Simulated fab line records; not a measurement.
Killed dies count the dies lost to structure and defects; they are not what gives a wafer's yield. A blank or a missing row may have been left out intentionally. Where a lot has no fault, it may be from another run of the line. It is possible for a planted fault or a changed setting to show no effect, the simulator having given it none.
The tool behind it: which one? / flow gf180mcu / Sampling: 24 lots, 72 wafers, 4 of 602 route steps

== WHAT THE GAUGES SHOWED, per wafer ==
GF_MVPSD_OVL_MEAS_07. Usual: MVPSD_OVL -0.5 nm, standard deviation 1.2.
lot=L074; measured=day 4 23:14; on=overlay-02; MVPSD_OVL (nm)=0.0 0.9 -0.4; flag=
lot=L075; measured=day 5 08:59; on=overlay-01; MVPSD_OVL (nm)=-1.7 0.1 -0.3; flag=
lot=L076; measured=day 5 16:25; on=overlay-01; MVPSD_OVL (nm)=0.3 -0.4 -0.2; flag=
lot=L077; measured=day 5 19:14; on=overlay-01; MVPSD_OVL (nm)=-0.7 -1.0 -1.6; flag=
lot=L078; measured=day 6 02:19; on=overlay-02; MVPSD_OVL (nm)=0.4 1.8 1.7; flag=
lot=L079; measured=day 6 05:29; on=overlay-02; MVPSD_OVL (nm)=-0.5 0.1 -1.6; flag=
lot=L080; measured=day 6 12:07; on=overlay-01; MVPSD_OVL (nm)=0.8 -1.6 1.0; flag=
lot=L081; measured=day 6 20:19; on=overlay-01; MVPSD_OVL (nm)=0.8 1.8 0.8; flag=
lot=L082; measured=day 7 01:35; on=overlay-01; MVPSD_OVL (nm)=-1.4 -1.2 -1.7; flag=
lot=L083; measured=day 7 05:47; on=overlay-02; MVPSD_OVL (nm)=-0.3 -0.5 -0.1; flag=
lot=L084; measured=day 7 14:35; on=overlay-01; MVPSD_OVL (nm)=-0.8 0.5 0.2; flag=
lot=L085; measured=day 7 18:29; on=overlay-01; MVPSD_OVL (nm)=0.0 -0.5 -1.9; flag=
lot=L086; measured=day 7 23:37; on=overlay-01; MVPSD_OVL (nm)=-1.6 0.2 -1.1; flag=
lot=L087; measured=day 8 07:29; on=overlay-02; MVPSD_OVL (nm)=-0.2 1.6 -0.8; flag=
lot=L088; measured=day 8 12:59; on=overlay-02; MVPSD_OVL (nm)=-3.6 -2.9 -4.9; flag=
lot=L089; measured=day 8 18:25; on=overlay-01; MVPSD_OVL (nm)=0.6 -1.1 0.9; flag=
lot=L090; measured=day 9 01:59; on=overlay-02; MVPSD_OVL (nm)=0.4 -1.1 1.0; flag=
lot=L091; measured=day 9 06:55; on=overlay-01; MVPSD_OVL (nm)=-2.3 -2.7 -1.1; flag=
lot=L092; measured=day 9 11:22; on=overlay-02; MVPSD_OVL (nm)=-0.6 1.4 0.3; flag=
lot=L093; measured=day 9 16:44; on=overlay-01; MVPSD_OVL (nm)=-0.1 -0.9 -0.1; flag=
lot=L094; measured=day 9 22:13; on=overlay-01; MVPSD_OVL (nm)=-2.0 -1.8 -2.2; flag=
lot=L095; measured=day 10 04:53; on=overlay-02; MVPSD_OVL (nm)=0.4 0.2 0.2; flag=
lot=L096; measured=day 10 10:47; on=overlay-01; MVPSD_OVL (nm)=-0.8 -0.2 -0.1; flag=
lot=L097; measured=day 10 17:32; on=overlay-01; MVPSD_OVL (nm)=-1.8 -1.5 -3.9; flag=

GF_CONTACT_CD_MEAS_14: target cd 220 nm. Usual: cd nm reads 220.1 nm (standard deviation 1.6).
lot=L074; measured=day 16 01:11; on=cd sem-02; cd nm (nm)=218.1 217.0 218.1; flag=
lot=L075; measured=day 16 18:05; on=cd sem-01; cd nm (nm)=220.3 220.1 219.9; flag=
lot=L076; measured=day 17 10:17; on=cd sem-01; cd nm (nm)=218.7 220.7 218.8; flag=
lot=L077; measured=day 17 11:17; on=cd sem-01; cd nm (nm)=217.0 217.8 216.0; flag=
lot=L078; measured=day 18 03:31; on=cd sem-02; cd nm (nm)=220.0 221.1 221.0; flag=
lot=L079; measured=day 18 05:11; on=cd sem-02; cd nm (nm)=221.4 220.4 221.0; flag=
lot=L080; measured=day 18 17:31; on=cd sem-01; cd nm (nm)=222.1 222.4 221.2; flag=
lot=L081; measured=day 19 05:05; on=cd sem-02; cd nm (nm)=220.6 221.5 220.5; flag=
lot=L082; measured=day 19 08:18; on=cd sem-02; cd nm (nm)=219.8 221.5 221.5; flag=
lot=L083; measured=day 19 11:49; on=cd sem-01; cd nm (nm)=219.9 219.2 218.2; flag=
lot=L084; measured=day 19 21:37; on=cd sem-02; cd nm (nm)=217.4 218.8 217.8; flag=
lot=L085; measured=day 20 06:44; on=cd sem-01; cd nm (nm)=218.0 219.1 217.9; flag=
lot=L086; measured=day 20 13:34; on=cd sem-02; cd nm (nm)=221.1 222.5 219.4; flag=
lot=L087; measured=day 20 22:25; on=cd sem-02; cd nm (nm)=220.6 219.4 220.3; flag=
lot=L088; measured=day 21 09:36; on=cd sem-02; cd nm (nm)=220.6 220.9 221.4; flag=
lot=L089; measured=day 21 13:02; on=cd sem-01; cd nm (nm)=219.8 218.9 219.7; flag=
lot=L090; measured=day 22 00:36; on=cd sem-01; cd nm (nm)=222.6 221.8 221.5; flag=
lot=L091; measured=day 22 08:09; on=cd sem-01; cd nm (nm)=223.1 223.8 223.4; flag=
lot=L092; measured=day 22 11:11; on=cd sem-01; cd nm (nm)=220.7 221.0 220.9; flag=
lot=L093; measured=day 22 16:57; on=cd sem-02; cd nm (nm)=221.1 221.5 219.4; flag=
lot=L094; measured=day 22 22:51; on=cd sem-01; cd nm (nm)=220.9 220.7 220.0; flag=
lot=L095; measured=day 23 12:11; on=cd sem-02; cd nm (nm)=219.2 218.6 217.7; flag=
lot=L096; measured=day 23 19:09; on=cd sem-01; cd nm (nm)=220.3 221.5 221.0; flag=
lot=L097; measured=day 24 07:45; on=cd sem-02; cd nm (nm)=220.6 221.4 221.0; flag=

GF_M4_THK_MEAS_06: measures by xrf. Usual: M4_ALCU_THK 452 nm, standard deviation 4.8.
lot=L074; measured=day 22 11:38; on=film metro-04; M4_ALCU_THK (nm)=454 460 455; flag=
lot=L075; measured=day 23 02:01; on=film metro-02; M4_ALCU_THK (nm)=450 448 452; flag=
lot=L076; measured=day 23 18:34; on=film metro-02; M4_ALCU_THK (nm)=453 457 456; flag=
lot=L077; measured=day 23 19:08; on=film metro-01; M4_ALCU_THK (nm)=451 448 446; flag=
lot=L078; measured=day 24 12:08; on=film metro-02; M4_ALCU_THK (nm)=456 455 453; flag=
lot=L079; measured=day 24 13:33; on=film metro-01; M4_ALCU_THK (nm)=451 452 455; flag=
lot=L080; measured=day 24 22:13; on=film metro-01; M4_ALCU_THK (nm)=450 455 454; flag=
lot=L081; measured=day 25 10:57; on=film metro-01; M4_ALCU_THK (nm)=447 450 452; flag=
lot=L082; measured=day 25 13:49; on=film metro-04; M4_ALCU_THK (nm)=458 457 449; flag=
lot=L083; measured=day 25 16:53; on=film metro-04; M4_ALCU_THK (nm)=457 458 451; flag=
lot=L084; measured=day 25 22:50; on=film metro-01; M4_ALCU_THK (nm)=446 450 451; flag=
lot=L085; measured=day 26 09:00; on=film metro-01; M4_ALCU_THK (nm)=446 449 448; flag=
lot=L086; measured=day 26 15:48; on=film metro-02; M4_ALCU_THK (nm)=456 451 457; flag=
lot=L087; measured=day 26 21:42; on=film metro-04; M4_ALCU_THK (nm)=448 449 451; flag=
lot=L088; measured=day 27 08:19; on=film metro-04; M4_ALCU_THK (nm)=445 453 445; flag=
lot=L089; measured=day 27 12:22; on=film metro-02; M4_ALCU_THK (nm)=449 449 443; flag=
lot=L090; measured=day 27 20:16; on=film metro-04; M4_ALCU_THK (nm)=448 446 450; flag=
lot=L091; measured=day 28 04:10; on=film metro-04; M4_ALCU_THK (nm)=448 445 454; flag=
lot=L092; measured=day 28 06:02; on=film metro-01; M4_ALCU_THK (nm)=458 453 456; flag=
lot=L093; measured=day 28 12:49; on=film metro-02; M4_ALCU_THK (nm)=446 445 451; flag=
lot=L094; measured=day 28 13:55; on=film metro-01; M4_ALCU_THK (nm)=448 443 444; flag=
lot=L095; measured=day 29 05:23; on=film metro-01; M4_ALCU_THK (nm)=446 445 445; flag=
lot=L096; measured=day 29 10:25; on=film metro-04; M4_ALCU_THK (nm)=453 462 461; flag=
lot=L097; measured=day 29 19:02; on=film metro-01; M4_ALCU_THK (nm)=450 457 457; flag=

== WHICH TOOL RAN EACH LOT (tool, then ch and the chambers of the sampled wafers, then the start) ==
lot=L074; GF_V3_SPUTTER_22=pvd sputter-04, day 22 10:39
lot=L075; GF_V3_SPUTTER_22=pvd sputter-04, day 23 01:02
lot=L076; GF_V3_SPUTTER_22=pvd sputter-03, day 23 17:36
lot=L077; GF_V3_SPUTTER_22=pvd sputter-02, day 23 18:10
lot=L078; GF_V3_SPUTTER_22=pvd sputter-02, day 24 11:10
lot=L079; GF_V3_SPUTTER_22=pvd sputter-04, day 24 12:34
lot=L080; GF_V3_SPUTTER_22=pvd sputter-04, day 24 21:14
lot=L081; GF_V3_SPUTTER_22=pvd sputter-02, day 25 09:52
lot=L082; GF_V3_SPUTTER_22=pvd sputter-03, day 25 12:43
lot=L083; GF_V3_SPUTTER_22=pvd sputter-03, day 25 15:55
lot=L084; GF_V3_SPUTTER_22=pvd sputter-04, day 25 21:52
lot=L085; GF_V3_SPUTTER_22=pvd sputter-02, day 26 08:01
lot=L086; GF_V3_SPUTTER_22=pvd sputter-02, day 26 14:49
lot=L087; GF_V3_SPUTTER_22=pvd sputter-02, day 26 20:43
lot=L088; GF_V3_SPUTTER_22=pvd sputter-02, day 27 07:19
lot=L089; GF_V3_SPUTTER_22=pvd sputter-04, day 27 11:22
lot=L090; GF_V3_SPUTTER_22=pvd sputter-03, day 27 19:17
lot=L091; GF_V3_SPUTTER_22=pvd sputter-02, day 28 03:11
lot=L092; GF_V3_SPUTTER_22=pvd sputter-02, day 28 05:04
lot=L093; GF_V3_SPUTTER_22=pvd sputter-04, day 28 11:38
lot=L094; GF_V3_SPUTTER_22=pvd sputter-02, day 28 12:56
lot=L095; GF_V3_SPUTTER_22=pvd sputter-04, day 29 04:17
lot=L096; GF_V3_SPUTTER_22=pvd sputter-04, day 29 09:25
lot=L097; GF_V3_SPUTTER_22=pvd sputter-04, day 29 18:03
- GF_V3_SPUTTER_22: material TiN, target thk 10 nm, time 40 s.

== WHAT THE TOOLS THEMSELVES READ (means of the sampled wafers that have a number; where no wafer has one, the mark that the record gives instead) ==
GF_V3_SPUTTER_22. Usual: throttle valve pct reads 30.4 % (standard deviation 0.99).
lot=L074; tool=pvd sputter-04; throttle valve pct (%)=30.3; flag=
lot=L075; tool=pvd sputter-04; throttle valve pct (%)=30.8; flag=
lot=L076; tool=pvd sputter-03; throttle valve pct (%)=29.4; flag=
lot=L077; tool=pvd sputter-02; throttle valve pct (%)=30.5; flag=
lot=L078; tool=pvd sputter-02; throttle valve pct (%)=30.3; flag=
lot=L079; tool=pvd sputter-04; throttle valve pct (%)=30.5; flag=
lot=L080; tool=pvd sputter-04; throttle valve pct (%)=30.0; flag=
lot=L081; tool=pvd sputter-02; throttle valve pct (%)=30.7; flag=
lot=L082; tool=pvd sputter-03; throttle valve pct (%)=29.5; flag=
lot=L083; tool=pvd sputter-03; throttle valve pct (%)=29.5; flag=
lot=L084; tool=pvd sputter-04; throttle valve pct (%)=30.7; flag=
lot=L085; tool=pvd sputter-02; throttle valve pct (%)=30.5; flag=
lot=L086; tool=pvd sputter-02; throttle valve pct (%)=29.5; flag=
lot=L087; tool=pvd sputter-02; throttle valve pct (%)=30.0; flag=
lot=L088; tool=pvd sputter-02; throttle valve pct (%)=30.7; flag=
lot=L089; tool=pvd sputter-04; throttle valve pct (%)=30.4; flag=
lot=L090; tool=pvd sputter-03; throttle valve pct (%)=31.8; flag=
lot=L091; tool=pvd sputter-02; throttle valve pct (%)=30.8; flag=
lot=L092; tool=pvd sputter-02; throttle valve pct (%)=31.0; flag=
lot=L093; tool=pvd sputter-04; throttle valve pct (%)=30.8; flag=
lot=L094; tool=pvd sputter-02; throttle valve pct (%)=30.9; flag=
lot=L095; tool=pvd sputter-04; throttle valve pct (%)=30.6; flag=
lot=L096; tool=pvd sputter-04; throttle valve pct (%)=30.5; flag=
lot=L097; tool=pvd sputter-04; throttle valve pct (%)=30.3; flag=

== THE ANSWER, worked out from the rows above alone ==
Rule: take the mean of a lot's wafers that have a number; if it is more than 3 standard deviations from the usual mean, the lot is off. Also off: a lot with no number at a reading for which 4 or more lots have one. All remaining lots with rows at the step are treated as sound. Order of review: gauges by route order, followed by the tools' own readings, for which a lot's mean as printed above is used. The first step at which some lot is off is used, and at that step the reading that is off furthest; a lot without a number counts as furthest.
No lot is off on any of the readings shown, so nothing can be concluded from this.

== WHAT THE SIMULATOR PUT IN ==
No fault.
